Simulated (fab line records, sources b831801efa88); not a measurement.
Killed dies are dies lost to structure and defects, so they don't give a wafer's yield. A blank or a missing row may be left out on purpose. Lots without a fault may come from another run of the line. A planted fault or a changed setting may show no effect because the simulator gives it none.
Which tool did it? | flow sky130 | 6 lots, 18 wafers sampled, at 1 step of a route of 708

WHAT THE GAUGES READ, wafer by wafer
SKY_SONOS_ONO_THK_MEAS_03.
lot  | measured     | on            | SONOS_ONO_CVD_02_THK (nm)
L815 | day 11 22:47 | film_metro-03 | 10.46 10.40 10.36
L818 | day 12 15:53 | film_metro-04 | 10.52 10.32 10.34
L826 | day 16 02:44 | film_metro-01 | 10.53 10.61 10.48
L832 | day 16 17:49 | film_metro-01 | 10.57 10.61 10.62
L835 | day 17 20:58 | film_metro-03 | 10.67 10.72 10.61
L837 | day 18 13:41 | film_metro-03 | 10.73 10.81 10.86

WHICH TOOL RAN EACH LOT (tool, then ch and the chambers of the sampled wafers, then the start)
The record holds no process step before these readings.

THE ANSWER, worked out from the rows above alone
Rule: what is usual is taken from the lots themselves. Put in order of their means at a reading, lots are off if they are a third of the lots or fewer, leave a main group of 4 or more, and stand apart from it by a gap of 3 or more times the standard deviation of the main group's means; of several such gaps the widest counts. A main group whose means are all the same, to the digits that the tables above print for the reading, isn't used. A lot without any number at a reading at which 4 lots or more have one is off too. The other lots that the step has rows for count as sound.
No lot is off at any reading shown: from this, nothing can be told.

WHAT THE SIMULATOR HAD PUT IN
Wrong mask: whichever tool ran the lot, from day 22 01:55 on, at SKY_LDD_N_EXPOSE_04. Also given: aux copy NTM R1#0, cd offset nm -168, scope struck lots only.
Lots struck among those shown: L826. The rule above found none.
